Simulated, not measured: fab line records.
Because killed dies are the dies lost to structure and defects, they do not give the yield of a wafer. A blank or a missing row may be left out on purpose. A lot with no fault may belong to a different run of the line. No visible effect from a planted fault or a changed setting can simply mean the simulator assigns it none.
fab line records + flow sky130
[record]
- lots = 6
- wafers = 18
- lastDay = 50
route steps=708 shown PWDE@52 NWELL@56 PAD_OPEN@708
lots that met no fault: taken from a fault-free run of the same line
startH: hours from the record's first day to the start of the lot's first wafer shown + waitH: how many hours have passed since the lot's step before this one + " the same as in the row above + L1.1+2: a single row standing in for several wafers + - no value, or no start was given + * or withheld: withheld + < > ~ a bound
route shown NAME@n: a module of which the file shows steps, and the number in the route of the first + usual: average and standard deviation across the fault-free wafers + same: alike in all rows + chamber/n: place in a boat + sites: each site's reading + _std_site: the values' standard deviation + _edge_site: outer sites' mean less inner sites' + radiusMm: how far each site lies from the wafer's centre + mask NAME#n: copy n + behind: the tool/chamber that last shaped the wafer + hold: why the lot was held/for how many hours/how that ended + device: the n, p or np transistor that did not switch + end of line: the tests these same wafers got at the end of their route + step lacking rows: just its recipe + killed: count of dies lost to structure and defects at first sort (not the wafer's yield) + map: a wafer's dies, marking killed ones x, the rest . and places with no die _
set.NAME: the setting the step ran with; set.NAME@STEP: the setting that earlier step ran with + model.NAME: the simulator's own value behind a step, which no gauge read
lots at selected steps of the route; one table per step, one row per wafer
services: a tool's chamber out of use, with start hour (startH, from the record's first day; less than 0 if before it), hours out, and reason
[[steps]]
[step SKY_PWDE_OVL_MEAS_07]
[usual]
- PWDE_OVL = -2.0/1.1
| lot.wafer | tool       | chamber | startH | waitH | PWDE_OVL[nm] |
|-----------|------------|---------|--------|-------|--------------|
| L220.1    | overlay-02 | -       | 76.80  | -     | -3.9         |
| L220.3    | "          | -       | "      | "     | -3.1         |
| L220.4    | "          | -       | "      | "     | -4.1         |
| L226.3    | overlay-02 | -       | 105.72 | -     | -2.7         |
| L226.4    | "          | -       | "      | "     | -2.2         |
| L226.5    | "          | -       | "      | "     | -1.7         |
| L227.2    | overlay-02 | -       | 113.55 | -     | -1.7         |
| L227.3    | "          | -       | "      | "     | -2.4         |
| L227.5    | "          | -       | "      | "     | -2.4         |
| L236.2    | overlay-02 | -       | 168.54 | -     | -2.0         |
| L236.5    | "          | -       | "      | "     | -3.4         |
| L236.6    | "          | -       | "      | "     | -3.8         |
| L237.1    | overlay-02 | -       | 174.68 | -     | -2.5         |
| L237.2    | "          | -       | "      | "     | -2.7         |
| L237.6    | "          | -       | "      | "     | -2.7         |
| L239.2    | overlay-02 | -       | 178.94 | -     | -2.0         |
| L239.3    | "          | -       | "      | "     | -0.2         |
| L239.4    | "          | -       | "      | "     | 0.7          |
[step SKY_PWDE_IMPLANT_08]
[recipe]
- species = B
- energyKev = 150
- doseCm2 = 3.6e+12
- tiltDeg = withheld
[step SKY_PWDE_STRIP_09]
[recipe]
- chemistry = O2/N2
- powerW = 1400
- pressureMtorr = 1500
- platenTempC = withheld
- o2FlowSccm = 3000
- n2FlowSccm = 300
- overashFraction = 0.5
[usual]
- drypumpMotorCurrentA = 5.7/0.4
- oesProductAu = 0.723/0.0047
- stripTimeToEndpointS = 36.85/0.1
| lot.wafer | tool           | chamber | startH | waitH | drypumpMotorCurrentA | oesProductAu | rfHoursCounterH | stripTimeToEndpointS |
|-----------|----------------|---------|--------|-------|----------------------|--------------|-----------------|----------------------|
| L220.1    | plasmaAsher-03 | 1       | 77.04  | 0.1   | 5.6                  | 0.723        | 37              | 36.96                |
| L220.3    | "              | 0       | "      | "     | 5.9                  | 0.715        | -               | 36.83                |
| L220.4    | "              | 1       | "      | "     | 5.6                  | 0.722        | -               | 36.98                |
| L226.3    | plasmaAsher-02 | 1       | 105.93 | 0.1   | 5.4                  | 0.717        | -               | 36.87                |
| L226.4    | "              | 0       | "      | "     | 6.3                  | 0.719        | -               | 36.87                |
| L226.5    | "              | 0       | "      | "     | 6.3                  | 0.724        | -               | 36.90                |
| L227.2    | plasmaAsher-02 | 1       | 113.73 | 0.1   | 5.4                  | 0.716        | 43              | 36.88                |
| L227.3    | "              | 0       | "      | "     | 6.3                  | 0.718        | -               | 36.85                |
| L227.5    | "              | 0       | "      | "     | 6.3                  | 0.726        | -               | 36.98                |
| L236.2    | plasmaAsher-03 | 0       | 168.72 | 0.1   | 5.9                  | 0.724        | 5               | 36.69                |
| L236.5    | "              | 1       | "      | "     | 5.7                  | 0.718        | -               | 36.79                |
| L236.6    | "              | 0       | "      | "     | 5.9                  | 0.728        | -               | 36.82                |
| L237.1    | plasmaAsher-03 | 1       | 174.87 | 0.1   | 5.7                  | 0.719        | 6               | 36.79                |
| L237.2    | "              | 0       | "      | "     | 5.9                  | 0.722        | 6               | 36.86                |
| L237.6    | "              | 0       | "      | "     | 5.9                  | 0.736        | -               | 36.82                |
| L239.2    | plasmaAsher-03 | 1       | 179.12 | 0.1   | 5.6                  | 0.726        | 6               | 36.92                |
| L239.3    | "              | 1       | "      | "     | 5.6                  | 0.718        | -               | 37.05                |
| L239.4    | "              | 0       | "      | "     | 5.9                  | 0.726        | -               | 37.00                |
[step SKY_PWDE_TW_MEAS_10]
[usual]
- PWDE_TW = 374.0/1.6
| lot.wafer | tool         | chamber | startH | waitH | PWDE_TW |
|-----------|--------------|---------|--------|-------|---------|
| L220.1    | filmMetro-03 | -       | 77.14  | 0.1   | 372.3   |
| L220.3    | "            | -       | "      | "     | 375.3   |
| L220.4    | "            | -       | "      | "     | 372.6   |
| L226.3    | filmMetro-02 | -       | 106.02 | 0.1   | 375.6   |
| L226.4    | "            | -       | "      | "     | 374.4   |
| L226.5    | "            | -       | "      | "     | 375.2   |
| L227.2    | filmMetro-02 | -       | 113.84 | 0.1   | 375.5   |
| L227.3    | "            | -       | "      | "     | 374.7   |
| L227.5    | "            | -       | "      | "     | 376.3   |
| L236.2    | filmMetro-03 | -       | 168.83 | 0.1   | 372.6   |
| L236.5    | "            | -       | "      | "     | 375.4   |
| L236.6    | "            | -       | "      | "     | 374.8   |
| L237.1    | filmMetro-03 | -       | 174.97 | 0.1   | 375.2   |
| L237.2    | "            | -       | "      | "     | 374.7   |
| L237.6    | "            | -       | "      | "     | 376.0   |
| L239.2    | filmMetro-04 | -       | 179.23 | 0.1   | 371.7   |
| L239.3    | "            | -       | "      | "     | 372.5   |
| L239.4    | "            | -       | "      | "     | 372.9   |
[step SKY_NWELL_DEHYDRATE_03]
[recipe]
- tempC = 200
- timeS = 60
[step SKY_NWELL_HMDS_04]
[recipe]
- primeTimeS = 60
- primeTempC = 120
[step SKY_NWELL_COAT_05]
[recipe]
- spinRpm = 2000
- resistThkNm = 3000
[step SKY_NWELL_SOFTBAKE_06]
[recipe]
- tempC = 110
- timeS = withheld
[step SKY_NWELL_EXPOSE_07]
[recipe]
- maskId = NWM
- na = 0.6
- sourceShape = conventional
- sigmaOuter = 0.6
- polarization = unpolarized
- targetCdNm = 840
- doseMj = 255
[step SKY_NWELL_PEB_08]
[recipe]
- tempC = 115
- timeS = withheld
[step SKY_NWELL_DEVELOP_09]
[recipe]
- wallAngleDeg = 90
- developer = TMAH
- developTimeS = 60
- devTempC = 23
[step SKY_NWELL_OVL_MEAS_10]
[usual]
- NWELL_00_OVL = -0.1/1.1
| lot.wafer | tool       | chamber | startH | waitH | NWELL_00_OVL[nm] |
|-----------|------------|---------|--------|-------|------------------|
| L220.1    | overlay-02 | -       | 93.48  | -     | 0.8              |
| L220.3    | "          | -       | "      | "     | -0.9             |
| L220.4    | "          | -       | "      | "     | -1.1             |
| L226.3    | overlay-01 | -       | 123.82 | -     | -1.7             |
| L226.4    | "          | -       | "      | "     | -1.3             |
| L226.5    | "          | -       | "      | "     | 0.2              |
| L227.2    | overlay-01 | -       | 131.24 | -     | -1.8             |
| L227.3    | "          | -       | "      | "     | -0.7             |
| L227.5    | "          | -       | "      | "     | -0.6             |
| L236.2    | overlay-01 | -       | 188.94 | -     | -1.2             |
| L236.5    | "          | -       | "      | "     | -0.6             |
| L236.6    | "          | -       | "      | "     | -0.1             |
| L237.1    | overlay-02 | -       | 196.39 | -     | 0.4              |
| L237.2    | "          | -       | "      | "     | -0.3             |
| L237.6    | "          | -       | "      | "     | 0.2              |
| L239.2    | overlay-01 | -       | 199.79 | -     | -0.7             |
| L239.3    | "          | -       | "      | "     | 1.5              |
| L239.4    | "          | -       | "      | "     | 1.2              |
[step SKY_NWELL_IMPLANT_11]
[recipe]
- species = P
- energyKev = 400
- doseCm2 = 1.9e+13
- tiltDeg = withheld
[usual]
- doseIonsCm2 = 1.9001e+13/1.8e+10
| lot.wafer | tool         | chamber | startH | waitH | doseIonsCm2 |
|-----------|--------------|---------|--------|-------|-------------|
| L220.1    | implanter-04 | 0       | 93.52  | 0.0   | 1.8989e+13  |
| L220.3    | "            | 0       | "      | "     | 1.8986e+13  |
| L220.4    | "            | 0       | "      | "     | 1.9017e+13  |
| L226.3    | implanter-04 | 0       | 123.89 | 0.1   | 1.9715e+13  |
| L226.4    | "            | 0       | "      | "     | 1.9737e+13  |
| L226.5    | "            | 0       | "      | "     | 1.9731e+13  |
| L227.2    | implanter-04 | 0       | 131.29 | 0.0   | 1.9738e+13  |
| L227.3    | "            | 0       | "      | "     | 1.9743e+13  |
| L227.5    | "            | 0       | "      | "     | 1.9739e+13  |
| L236.2    | implanter-01 | 0       | 188.99 | 0.0   | 1.9005e+13  |
| L236.5    | "            | 0       | "      | "     | 1.8997e+13  |
| L236.6    | "            | 0       | "      | "     | 1.8984e+13  |
| L237.1    | implanter-02 | 0       | 196.42 | 0.0   | 1.8978e+13  |
| L237.2    | "            | 0       | "      | "     | 1.9002e+13  |
| L237.6    | "            | 0       | "      | "     | 1.8955e+13  |
| L239.2    | implanter-01 | 0       | 199.84 | 0.0   | 1.9033e+13  |
| L239.3    | "            | 0       | "      | "     | 1.902e+13   |
| L239.4    | "            | 0       | "      | "     | 1.9037e+13  |
[step SKY_NWELL_IMPLANT_12]
[recipe]
- species = P
- energyKev = 120
- doseCm2 = 1.3e+12
- tiltDeg = withheld
[step SKY_NWELL_IMPLANT_13]
[recipe]
- species = P
- energyKev = 50
- doseCm2 = 7e+11
- tiltDeg = withheld
[step SKY_NWELL_STRIP_14]
[recipe]
- chemistry = O2/N2
- powerW = 1400
- pressureMtorr = 1500
- platenTempC = withheld
- o2FlowSccm = 3000
- n2FlowSccm = 300
- overashFraction = 0.5
[usual]
- drypumpMotorCurrentA = 5.8/0.49
- oesProductAu = 0.723/0.0044
- stripTimeToEndpointS = 36.86/0.076
| lot.wafer | tool           | chamber | startH | waitH | drypumpMotorCurrentA | oesProductAu | rfHoursCounterH | stripTimeToEndpointS |
|-----------|----------------|---------|--------|-------|----------------------|--------------|-----------------|----------------------|
| L220.1    | plasmaAsher-03 | 1       | 93.97  | 0.1   | 5.6                  | 0.719        | 38              | 36.88                |
| L220.3    | "              | 1       | "      | "     | 5.6                  | 0.720        | -               | 36.82                |
| L220.4    | "              | 0       | "      | "     | 5.9                  | 0.727        | -               | 36.79                |
| L226.3    | plasmaAsher-01 | 0       | 124.33 | 0.1   | 6.4                  | 0.726        | -               | 36.83                |
| L226.4    | "              | 1       | "      | "     | 5.0                  | 0.720        | -               | 36.89                |
| L226.5    | "              | 0       | "      | "     | 6.4                  | 0.722        | -               | 36.86                |
| L227.2    | plasmaAsher-01 | 0       | 131.72 | 0.1   | 6.4                  | 0.725        | 46              | 36.87                |
| L227.3    | "              | 0       | "      | "     | 6.4                  | 0.715        | -               | 36.79                |
| L227.5    | "              | 0       | "      | "     | 6.4                  | 0.725        | -               | 36.95                |
| L236.2    | plasmaAsher-02 | 0       | 189.42 | 0.1   | 6.3                  | 0.725        | 50              | 36.87                |
| L236.5    | "              | 0       | "      | "     | 6.3                  | 0.720        | -               | 36.93                |
| L236.6    | "              | 1       | "      | "     | 5.4                  | 0.719        | -               | 36.88                |
| L237.1    | plasmaAsher-03 | 1       | 196.87 | 0.1   | 5.6                  | 0.724        | 8               | 36.77                |
| L237.2    | "              | 0       | "      | "     | 5.9                  | 0.721        | 8               | 36.75                |
| L237.6    | "              | 0       | "      | "     | 5.9                  | 0.725        | -               | 36.74                |
| L239.2    | plasmaAsher-01 | 1       | 200.27 | 0.1   | 5.0                  | 0.725        | 53              | 36.89                |
| L239.3    | "              | 0       | "      | "     | 6.4                  | 0.729        | -               | 36.91                |
| L239.4    | "              | 1       | "      | "     | 5.0                  | 0.718        | -               | 36.84                |
[step SKY_NWELL_TW_MEAS_15]
[usual]
- NWELL_TW = 1821/8.7
| lot.wafer | tool         | chamber | startH | waitH | NWELL_TW |
|-----------|--------------|---------|--------|-------|----------|
| L220.1    | filmMetro-03 | -       | 94.07  | 0.1   | 1820     |
| L220.3    | "            | -       | "      | "     | 1818     |
| L220.4    | "            | -       | "      | "     | 1825     |
| L226.3    | filmMetro-04 | -       | 124.41 | 0.1   | 1852     |
| L226.4    | "            | -       | "      | "     | 1847     |
| L226.5    | "            | -       | "      | "     | 1851     |
| L227.2    | filmMetro-03 | -       | 131.83 | 0.1   | 1850     |
| L227.3    | "            | -       | "      | "     | 1849     |
| L227.5    | "            | -       | "      | "     | 1847     |
| L236.2    | filmMetro-02 | -       | 189.53 | 0.1   | 1831     |
| L236.5    | "            | -       | "      | "     | 1819     |
| L236.6    | "            | -       | "      | "     | 1820     |
| L237.1    | filmMetro-04 | -       | 196.97 | 0.1   | 1814     |
| L237.2    | "            | -       | "      | "     | 1822     |
| L237.6    | "            | -       | "      | "     | 1828     |
| L239.2    | filmMetro-03 | -       | 200.38 | 0.1   | 1823     |
| L239.3    | "            | -       | "      | "     | 1826     |
| L239.4    | "            | -       | "      | "     | 1821     |
[step SKY_NWELL_DEHYDRATE_16]
[recipe]
- tempC = 200
- timeS = 60
[step SKY_NWELL_HMDS_17]
[recipe]
- primeTimeS = 60
- primeTempC = 120
[step SKY_NWELL_COAT_18]
[recipe]
- spinRpm = 2000
- resistThkNm = 3000
[step SKY_NWELL_SOFTBAKE_19]
[recipe]
- tempC = 110
- timeS = withheld
[step SKY_NWELL_EXPOSE_20]
[recipe]
- maskId = NWM_COMPLEMENT
- na = 0.6
- sourceShape = conventional
- sigmaOuter = 0.6
- polarization = unpolarized
- targetCdNm = 840
- doseMj = 260
[step SKY_NWELL_PEB_21]
[recipe]
- tempC = 115
- timeS = withheld
[step SKY_NWELL_DEVELOP_22]
[recipe]
- wallAngleDeg = 90
- developer = TMAH
- developTimeS = 60
- devTempC = 23
[step SKY_NWELL_OVL_MEAS_23]
[usual]
- NWELL_01_OVL = -0.4/1.3
| lot.wafer | tool       | chamber | startH | waitH | NWELL_01_OVL[nm] |
|-----------|------------|---------|--------|-------|------------------|
| L220.1    | overlay-01 | -       | 110.51 | -     | 0.1              |
| L220.3    | "          | -       | "      | "     | 2.0              |
| L220.4    | "          | -       | "      | "     | 1.1              |
| L226.3    | overlay-01 | -       | 143.44 | -     | 0.9              |
| L226.4    | "          | -       | "      | "     | 2.0              |
| L226.5    | "          | -       | "      | "     | 0.1              |
| L227.2    | overlay-01 | -       | 150.86 | -     | 2.1              |
| L227.3    | "          | -       | "      | "     | -0.3             |
| L227.5    | "          | -       | "      | "     | -1.1             |
| L236.2    | overlay-02 | -       | 211.54 | -     | 1.4              |
| L236.5    | "          | -       | "      | "     | 0.0              |
| L236.6    | "          | -       | "      | "     | 1.8              |
| L237.1    | overlay-01 | -       | 218.71 | -     | 0.6              |
| L237.2    | "          | -       | "      | "     | -1.1             |
| L237.6    | "          | -       | "      | "     | -2.5             |
| L239.2    | overlay-02 | -       | 222.24 | -     | -1.7             |
| L239.3    | "          | -       | "      | "     | -1.3             |
| L239.4    | "          | -       | "      | "     | -2.8             |
[step SKY_NWELL_IMPLANT_24]
[recipe]
- species = B
- energyKev = 140
- doseCm2 = 9.022e+12
- tiltDeg = withheld
[step SKY_NWELL_STRIP_25]
[recipe]
- chemistry = O2/N2
- powerW = 1400
- pressureMtorr = 1500
- platenTempC = withheld
- o2FlowSccm = 3000
- n2FlowSccm = 300
- overashFraction = 0.5
[usual]
- drypumpMotorCurrentA = 5.8/0.49
- oesProductAu = 0.722/0.0044
- stripTimeToEndpointS = 36.90/0.091
| lot.wafer | tool           | chamber | startH | waitH | drypumpMotorCurrentA | oesProductAu | rfHoursCounterH | stripTimeToEndpointS |
|-----------|----------------|---------|--------|-------|----------------------|--------------|-----------------|----------------------|
| L220.1    | plasmaAsher-01 | 1       | 110.70 | 0.1   | 5.0                  | 0.722        | 44              | 36.96                |
| L220.3    | "              | 0       | "      | "     | 6.4                  | 0.726        | -               | 36.95                |
| L220.4    | "              | 1       | "      | "     | 5.0                  | 0.719        | -               | 36.94                |
| L226.3    | plasmaAsher-01 | 1       | 143.65 | 0.1   | 5.0                  | 0.721        | -               | 36.81                |
| L226.4    | "              | 0       | "      | "     | 6.4                  | 0.719        | -               | 36.75                |
| L226.5    | "              | 1       | "      | "     | 5.0                  | 0.717        | -               | 36.88                |
| L227.2    | plasmaAsher-01 | 0       | 151.04 | 0.1   | 6.4                  | 0.728        | 48              | 36.95                |
| L227.3    | "              | 1       | "      | "     | 5.0                  | 0.724        | -               | 36.93                |
| L227.5    | "              | 0       | "      | "     | 6.3                  | 0.721        | -               | 36.95                |
| L236.2    | plasmaAsher-01 | 1       | 211.72 | 0.1   | 5.0                  | 0.723        | 54              | 36.88                |
| L236.5    | "              | 1       | "      | "     | 5.0                  | 0.729        | -               | 36.80                |
| L236.6    | "              | 0       | "      | "     | 6.4                  | 0.727        | -               | 36.82                |
| L237.1    | plasmaAsher-03 | 0       | 218.89 | 0.1   | 5.9                  | 0.713        | 10              | 36.88                |
| L237.2    | "              | 1       | "      | "     | 5.6                  | 0.720        | 10              | 36.99                |
| L237.6    | "              | 0       | "      | "     | 5.9                  | 0.722        | -               | 36.94                |
| L239.2    | plasmaAsher-01 | 0       | 222.42 | 0.1   | 6.4                  | 0.726        | 55              | 36.78                |
| L239.3    | "              | 1       | "      | "     | 5.0                  | 0.723        | -               | 36.71                |
| L239.4    | "              | 0       | "      | "     | 6.4                  | 0.720        | -               | 36.79                |
[step SKY_NWELL_TW_MEAS_26]
[usual]
- NWELL_2_TW = 493.5/2.3
| lot.wafer | tool         | chamber | startH | waitH | NWELL_2_TW |
|-----------|--------------|---------|--------|-------|------------|
| L220.1    | filmMetro-03 | -       | 110.80 | 0.1   | 490.0      |
| L220.3    | "            | -       | "      | "     | 495.2      |
| L220.4    | "            | -       | "      | "     | 492.7      |
| L226.3    | filmMetro-04 | -       | 143.74 | 0.1   | 497.5      |
| L226.4    | "            | -       | "      | "     | 496.5      |
| L226.5    | "            | -       | "      | "     | 494.5      |
| L227.2    | filmMetro-03 | -       | 151.15 | 0.1   | 494.9      |
| L227.3    | "            | -       | "      | "     | 494.3      |
| L227.5    | "            | -       | "      | "     | 494.2      |
| L236.2    | filmMetro-02 | -       | 211.83 | 0.1   | 494.6      |
| L236.5    | "            | -       | "      | "     | 497.2      |
| L236.6    | "            | -       | "      | "     | 496.1      |
| L237.1    | filmMetro-04 | -       | 218.99 | 0.1   | 489.1      |
| L237.2    | "            | -       | "      | "     | 488.8      |
| L237.6    | "            | -       | "      | "     | 490.8      |
| L239.2    | filmMetro-02 | -       | 222.53 | 0.1   | 496.4      |
| L239.3    | "            | -       | "      | "     | 497.1      |
| L239.4    | "            | -       | "      | "     | 498.6      |
[step SKY_NWELL_CLEAN_27]
[recipe]
- chemistry = SC1/SC2
- mix = 1:4:20
- tempC = 70
- timeS = 150
- dry = n2Spin
[step SKY_NWELL_RTA_28]
[recipe]
- tempC = 1050
- timeS = 30
- idleTempC = 650
- rampUpCPerS = 150
- rampDownCPerS = 90
- ambient = N2
[usual]
- lampPowerPct = 25.31/0.048
- wafer_temp_C_max = 1054.8/1
| lot.wafer | tool         | chamber | startH | waitH | lampPowerPct | wafer_temp_C_max |
|-----------|--------------|---------|--------|-------|--------------|------------------|
| L220.1    | rtpAnneal-02 | 0       | 110.91 | 0.0   | 25.35        | 1054.4           |
| L220.3    | "            | 0       | "      | "     | 25.30        | 1053.9           |
| L220.4    | "            | 0       | "      | "     | 25.25        | 1054.5           |
| L226.3    | rtpAnneal-01 | 0       | 143.86 | 0.0   | 25.29        | 1053.9           |
| L226.4    | "            | 0       | "      | "     | 25.32        | 1055.7           |
| L226.5    | "            | 0       | "      | "     | 25.34        | 1054.1           |
| L227.2    | rtpAnneal-02 | 0       | 151.28 | 0.0   | 25.26        | 1053.4           |
| L227.3    | "            | 0       | "      | "     | 25.32        | 1056.6           |
| L227.5    | "            | 0       | "      | "     | 25.29        | 1054.8           |
| L236.2    | rtpAnneal-02 | 0       | 211.94 | 0.0   | 25.32        | 1055.3           |
| L236.5    | "            | 0       | "      | "     | 25.31        | 1053.9           |
| L236.6    | "            | 0       | "      | "     | 25.37        | 1054.8           |
| L237.1    | rtpAnneal-01 | 0       | 219.10 | 0.0   | 25.26        | 1054.7           |
| L237.2    | "            | 0       | "      | "     | 25.32        | 1057.3           |
| L237.6    | "            | 0       | "      | "     | 25.29        | 1056.1           |
| L239.2    | rtpAnneal-01 | 0       | 222.65 | 0.0   | 25.16        | 1054.3           |
| L239.3    | "            | 0       | "      | "     | 25.36        | 1053.3           |
| L239.4    | "            | 0       | "      | "     | 25.37        | 1054.7           |
[step SKY_NWELL_RS_MEAS_29]
[recipe]
- thkMeasGauge = four-point-probe
[usual]
- NWELL_RS = 625.5/1.9
| lot.wafer | tool         | chamber | startH | waitH | NWELL_RS[ohm/sq] |
|-----------|--------------|---------|--------|-------|------------------|
| L220.1    | filmMetro-04 | -       | 111.01 | 0.1   | 625.4            |
| L220.3    | "            | -       | "      | "     | 626.0            |
| L220.4    | "            | -       | "      | "     | 624.4            |
| L226.3    | filmMetro-04 | -       | 143.97 | 0.1   | 610.7            |
| L226.4    | "            | -       | "      | "     | 611.2            |
| L226.5    | "            | -       | "      | "     | 612.1            |
| L227.2    | filmMetro-04 | -       | 151.38 | 0.1   | 612.8            |
| L227.3    | "            | -       | "      | "     | 612.2            |
| L227.5    | "            | -       | "      | "     | 613.8            |
| L236.2    | filmMetro-04 | -       | 212.05 | 0.1   | 625.2            |
| L236.5    | "            | -       | "      | "     | 626.8            |
| L236.6    | "            | -       | "      | "     | 624.0            |
| L237.1    | filmMetro-03 | -       | 219.20 | 0.1   | 626.7            |
| L237.2    | "            | -       | "      | "     | 623.3            |
| L237.6    | "            | -       | "      | "     | 625.1            |
| L239.2    | filmMetro-03 | -       | 222.75 | 0.1   | 625.9            |
| L239.3    | "            | -       | "      | "     | 624.7            |
| L239.4    | "            | -       | "      | "     | 625.6            |
[step SKY_PAD_OPEN_PROBE_99]
[usual]
- killed_at_M0_to_M3 = 44/6.9
- killed_at_M4_up = 3.3/1.7
- killedAtContacts = 24/4.7
- killedAtFrontEnd = 15/4.5
- killedAtOther = 0.2/0.49
- killedDies = 86/8.4
- killedOpen = 47/6.5
- killedShort = 39/6
[same]
- grossDies = 492
- killedAtBackSide = 0
| lot.wafer | tool      | chamber | startH  | waitH | killed_at_M0_to_M3 | killed_at_M4_up | killedAtContacts | killedAtFrontEnd | killedAtOther | killedDies | killedOpen | killedShort |
|-----------|-----------|---------|---------|-------|--------------------|-----------------|------------------|------------------|---------------|------------|------------|-------------|
| L220.1    | prober-01 | -       | 1084.43 | 0.1   | 50                 | 5               | 32               | 13               | 2             | 102        | 58         | 44          |
| L220.3    | prober-01 | -       | 1084.53 | 0.2   | 47                 | 2               | 23               | 16               | 0             | 88         | 55         | 33          |
| L220.4    | prober-01 | -       | 1084.58 | 0.2   | 39                 | 1               | 33               | 13               | 0             | 86         | 50         | 36          |
| L237.1    | prober-01 | -       | 1185.93 | 0.1   | 44                 | 6               | 19               | 20               | 0             | 89         | 40         | 49          |
| L237.2    | prober-01 | -       | 1185.98 | 0.1   | 45                 | 4               | 21               | 22               | 0             | 92         | 45         | 47          |
| L237.6    | prober-01 | -       | 1186.18 | 0.2   | 50                 | 4               | 14               | 14               | 0             | 82         | 47         | 35          |
// killed by level:class
L220.1 VIA1:geometricParticle:open=18 LI_CONTACT:geometricParticle:open=9 CONTACT:geometricParticle:short=8 CONTACT:geometricParticle:open=8 VIA3:geometricParticle:open=7 METAL2:geometricParticle:short=5 VIA2:geometricParticle:open=5 LI_CONTACT:geometricParticle:short=4
L220.3 VIA1:geometricParticle:open=14 CONTACT:geometricParticle:open=11 FIELD_ISO:geometricParticle:open=8 VIA2:geometricParticle:open=7 CONTACT:geometricParticle:short=5 VIA1:geometricParticle:short=5 METAL2:geometricParticle:short=5 LI_CONTACT:geometricParticle:open=4
L220.4 CONTACT:geometricParticle:open=12 VIA1:geometricParticle:open=11 VIA1:geometricParticle:short=8 LI_CONTACT:geometricParticle:open=8 LI_CONTACT:geometricParticle:short=8 VIA3:geometricParticle:open=7 METAL1:geometricParticle:open=4 FIELD_ISO:geometricParticle:open=3
L237.1 METAL2:geometricParticle:short=11 CONTACT:geometricParticle:open=10 METAL1:geometricParticle:short=7 FIELD_ISO:geometricParticle:open=6 VIA1:geometricParticle:open=6 VIA1:geometricParticle:short=5 VIA2:geometricParticle:open=5 POLY_GATE:geometricParticle:short=4
L237.2 VIA1:geometricParticle:open=12 CONTACT:geometricParticle:open=10 METAL2:geometricParticle:short=8 POLY_GATE:geometricParticle:open=7 VIA1:geometricParticle:short=6 METAL1:geometricParticle:short=6 POLY_GATE:geometricParticle:short=5 FIELD_ISO:geometricParticle:short=4
L237.6 VIA1:geometricParticle:open=12 VIA1:geometricParticle:short=10 VIA3:geometricParticle:open=7 METAL2:geometricParticle:short=6 VIA2:geometricParticle:open=5 LI_CONTACT:geometricParticle:open=5 FIELD_ISO:geometricParticle:open=4 POLY_GATE:geometricParticle:short=4
[[services]]
| tool           | chamber | startH | hours | kind      |
|----------------|---------|--------|-------|-----------|
| plasmaAsher-03 | -       | 65.53  | 11.5  | repair    |
| implanter-01   | -       | 106.78 | 44.9  | pm        |
| plasmaAsher-03 | -       | 108.75 | 9.0   | pm        |
| plasmaAsher-03 | 0       | 108.75 | 9.0   | ventCycle |
| plasmaAsher-03 | 1       | 108.75 | 9.0   | ventCycle |
| plasmaAsher-03 | 0       | 117.75 | -     | clean     |
| plasmaAsher-03 | 1       | 117.75 | -     | clean     |
| implanter-01   | -       | 161.37 | 3.1   | pm        |
| implanter-02   | -       | 163.65 | 2.7   | pm        |
| implanter-01   | -       | 164.76 | 1.0   | repair    |
| implanter-04   | -       | 187.33 | 6.3   | pm        |
[[key]]
[firstSign]
- step = SKY_NWELL_IMPLANT_11
- reading = doseIonsCm2
- direction = up
- sigmas = 41
- usual = *
- struck = *
[effect]
- step = SKY_NWELL_TW_MEAS_15
- reading = NWELL_TW
- direction = up
- sigmas = 3.3
- usual = 1821
- struck = 1849
[effect]
- step = SKY_NWELL_RS_MEAS_29
- reading = NWELL_RS
- direction = down
- sigmas = 7.1
- usual = 625.5
- struck = 612.1
metAt SKY_NWELL_IMPLANT_11
struckWafers L226.3,L226.4,L226.5,L227.2,L227.3,L227.5
testerLeftOut L226,L227
onsetBetween 93.52 123.89
[fault]
- kind = processParameterDrift
- tool = implanter-04
- chamber = -
- onsetH = 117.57
- steps = SKY_NWELL_IMPLANT_11
- channel = doseCm2
- offset = *
- shape = step
- endH = 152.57
- actsIn = *
- stated = *
// testerLeftOut: of these lots the tester's yield and bins aren't shown, on N5 and GAA mostly nor the transistor test; their killed dies are dies lost to structure and defects alone, not to doping, threshold or leakage, so they don't give the yield
